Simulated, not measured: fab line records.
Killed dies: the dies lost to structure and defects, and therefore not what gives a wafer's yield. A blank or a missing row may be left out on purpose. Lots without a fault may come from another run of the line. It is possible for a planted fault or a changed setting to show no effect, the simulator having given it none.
Struck lot and sound lot, side by side :: flow sky130 :: 44 steps out of a route of 708
Sound: wafers L464.1, L464.2, L464.4. Struck: wafer L475.5 (L475.3, L475.4, from the same lot, were not struck and are left out); the cause is given at the end.
At each step with rows: each side's tool, then ch and its chambers, then its first start. Under that, the readings that differ: sound wafers :: struck wafers :: difference of the means :: sigmas: that difference in standard deviations of wafers without a fault.
alike: a reading whose means differ by less than 2 such deviations, as well as words and numbers matching on both sides. not compared: withheld readings; readings where some wafer has no value; bounds like >300 that might hide an equal value; numbers whose values overlap and for which the record gives no deviation.
Wherever a step has rows on one side only, a row that says differs or no value, or a row with sigmas, the two part there. Non-overlapping numbers with no deviation appear without sigmas and do not part them. Lack of a reading on every wafer of one side parts them only where that side has two or more wafers.

first, 2 steps without rows for these wafers: SKY_VIA2_SPUTTER_20 (material TiN, target thk 20 nm, time 80 s); SKY_VIA2_CVD_21 (deposits W, target thk 420 nm, time 126.4 s).
SKY_VIA2_RS_MEAS_22: a four-point-probe measurement.
  sound on film_metro-04 at day 37 12:52; struck on film_metro-02 at day 41 00:07
  alike: VIA2_W_RS
SKY_VIA2_THK_MEAS_23: measures by xrf.
  sound on film_metro-04 at day 37 12:59; struck on film_metro-02 at day 41 00:13
reading: VIA2_W_THK (nm)
sound: 419 405 411
struck: 433
difference: +21
sigmas: +3
then, 1 step without rows for these wafers: SKY_VIA2_CMP_24 (polishes, stops on SiO2, t overpolish 18.95 s, target thk 0 nm).
SKY_METAL3_SPUTTER_00: material Ti, target thk 15 nm, time 10 s.
  sound on pvd_sputter-04 at day 37 13:20; struck on pvd_sputter-02 at day 41 00:34
  alike: throttle_valve_pct
then, 4 steps without rows for these wafers: SKY_METAL3_SPUTTER_01 (material TiN, target thk 20 nm, time 16.7 s); SKY_METAL3_SPUTTER_02 (material AlCu, target thk 735 nm, time 39.1 s); SKY_METAL3_SPUTTER_03 (material Ti, target thk 5 nm, time 3.3 s); SKY_METAL3_SPUTTER_04 (material TiN, target thk 70 nm, time 58.3 s).
SKY_CAPM_CVD_00: deposits SiO2, target thk 15.5 nm.
  sound on pecvd-04 ch 0,1, day 37 13:30; struck on pecvd-02 ch 2, day 41 00:43
  alike: heater_power_w
SKY_CAPM_THK_MEAS_01:
  sound on film_metro-03 at day 37 13:31; struck on film_metro-04 at day 41 00:45
  alike: CAPM_CVD_00_THK
SKY_CAPM_SPUTTER_02: material TiN, target thk 200 nm, time 166.7 s.
  sound on pvd_sputter-03 at day 37 13:35; struck on pvd_sputter-01 at day 41 00:47
  alike: throttle_valve_pct
  not compared: model.TiN_of_CAPM_SPUTTER_02.thk_nm
SKY_CAPM_RS_MEAS_03: a four-point-probe measurement.
  sound on film_metro-04 at day 37 13:41; struck on film_metro-01 at day 41 00:56
  alike: CAPM_TIN_RS
SKY_CAPM_THK_MEAS_04: measures by xrf.
  sound on film_metro-04 at day 37 13:49; struck on film_metro-01 at day 41 01:02
  alike: CAPM_TIN_THK
then, 7 steps without rows for these wafers: SKY_CAPM_DEHYDRATE_05 (time 60 s); SKY_CAPM_HMDS_06 (prime time 60 s); SKY_CAPM_COAT_07 (resist thk 1140 nm); SKY_CAPM_SOFTBAKE_08 (time 60 s); SKY_CAPM_EXPOSE_09 (exposes mask CAPM, target cd 1000 nm); SKY_CAPM_PEB_10; SKY_CAPM_DEVELOP_11 (develop time 60 s).
SKY_CAPM_OVL_MEAS_12:
  sound on overlay-01 at day 38 15:37; struck on overlay-01 at day 42 01:20
  alike: CAPM_OVL
SKY_CAPM_METAL_ETCH_13: etches TiN in Cl2/BCl3, stops on SiO2, target depth 220 nm, time 62.9 s.
  sound on rie_metal-03 ch 0,1, day 38 15:39; struck on rie_metal-03 ch 0, day 42 01:23
  alike: bias_w, drypump_motor_current_A, oes_product_au, throttle_valve_pct
  not compared: rf_hours_counter_h, model.CAPM.feature_depth_nm, model.etch.depth_nm
then, 12 steps without rows for these wafers: SKY_CAPM_STRIP_14 (strips in O2/N2); SKY_CAPM_STRIP_15 (strips in post etch residue remover, time 1200 s); SKY_CAPM_CLEAN_16 (cleans in IPA, time 180 s); SKY_CAPM_CLEAN_17 (cleans in O3/DIW); SKY_METAL3_DEHYDRATE_05 (time 60 s); SKY_METAL3_HMDS_06 (prime time 60 s); SKY_METAL3_COAT_07 (resist thk 60 nm); SKY_METAL3_COAT_08 (resist thk 1140 nm); SKY_METAL3_SOFTBAKE_09 (time 90 s); SKY_METAL3_EXPOSE_10 (exposes mask MM3, target cd 300 nm); SKY_METAL3_PEB_11; SKY_METAL3_DEVELOP_12 (develop time 60 s).
SKY_METAL3_CD_MEAS_13: target cd 300 nm.
  sound on cd_sem-01 at day 39 17:13; struck on cd_sem-02 at day 43 01:27
reading: cd_nm (nm)
sound: 298.0 296.8 296.6
struck: 301.1
difference: +4.0
sigmas: +2
SKY_METAL3_OVL_MEAS_14:
  sound on overlay-02 at day 39 17:20; struck on overlay-01 at day 43 01:33
  alike: METAL3_OVL
SKY_METAL3_DESCUM_15: chemistry O2, time 8 s.
  sound on rie_metal-01 ch 0,1, day 39 17:22; struck on rie_metal-02 ch 1, day 43 01:35
  alike: drypump_motor_current_A, oes_product_au
  not compared: rf_hours_counter_h
SKY_METAL3_ETCH_16: etches BARC in N2/H2, stops on SiO2, time 88.2 s, target depth 60 nm.
  sound on rie_metal-01 ch 0,1, day 39 17:25; struck on rie_metal-02 ch 1, day 43 01:38
reading: bias_w (W)
sound: 100.2 99.8 99.4
struck: 99.0
difference: -0.8
sigmas: -3
  alike: drypump_motor_current_A, oes_product_au, throttle_valve_pct
  not compared: rf_hours_counter_h
SKY_METAL3_ETCH_17: etches SiO2 in C4F8/O2/Ar, stops on TiN, time 3.9 s, target depth 15 nm.
  sound on rie_diel-02 ch 0,1,3, day 39 17:30; struck on rie_diel-04 ch 1, day 43 01:42
reading: bias_w (W)
sound: 1194 1196 1198
struck: 1204
difference: +8
sigmas: +2
  alike: oes_product_au
  not compared: rf_hours_counter_h
then, 1 step without rows for these wafers: SKY_METAL3_METAL_ETCH_18 (etches the open film in Cl2/BCl3, stops on SiO2, target depth 845 nm, time 183.1 s).
SKY_METAL3_STRIP_20: strips in post etch residue remover, time 1200 s.
  sound on wet_bench-03 ch 0, day 39 17:48; struck on wet_bench-04 ch 0, day 43 02:00
  not compared: model.TiN_of_CAPM_SPUTTER_02.thk_nm
-- the record jumps here: 6 days lie between the struck wafers' starts before and after (it left off in module METAL3 and takes up again in module PAD_OPEN, whose first step shown is number 708 of the route) --
SKY_PAD_OPEN_PROBE_99:
  sound on prober-02 at day 46 18:41; struck on prober-01 at day 49 13:45
reading: model.etest.cap_mim.plate_ohm_sq
sound: 6.023 5.931 6.03
struck: 5.928
difference: -0.067
sigmas: 
  alike: defect_limited_yield, killed_at_M0_to_M3, killed_at_M4_up, killed_at_contacts, killed_at_front_end, killed_dies, killed_open, killed_short, sort_bin_3_pad_short, sort_bin_5_function, sort_bin_6_memory, sort_n_pass, sort_yield_pct

## WHERE THEY PART
At SKY_VIA2_THK_MEAS_23 first; at SKY_METAL3_ETCH_17 last (within this record only). Later steps at which nothing parts them and some readings are alike: SKY_PAD_OPEN_PROBE_99.

WHY: what had been put in by the simulator
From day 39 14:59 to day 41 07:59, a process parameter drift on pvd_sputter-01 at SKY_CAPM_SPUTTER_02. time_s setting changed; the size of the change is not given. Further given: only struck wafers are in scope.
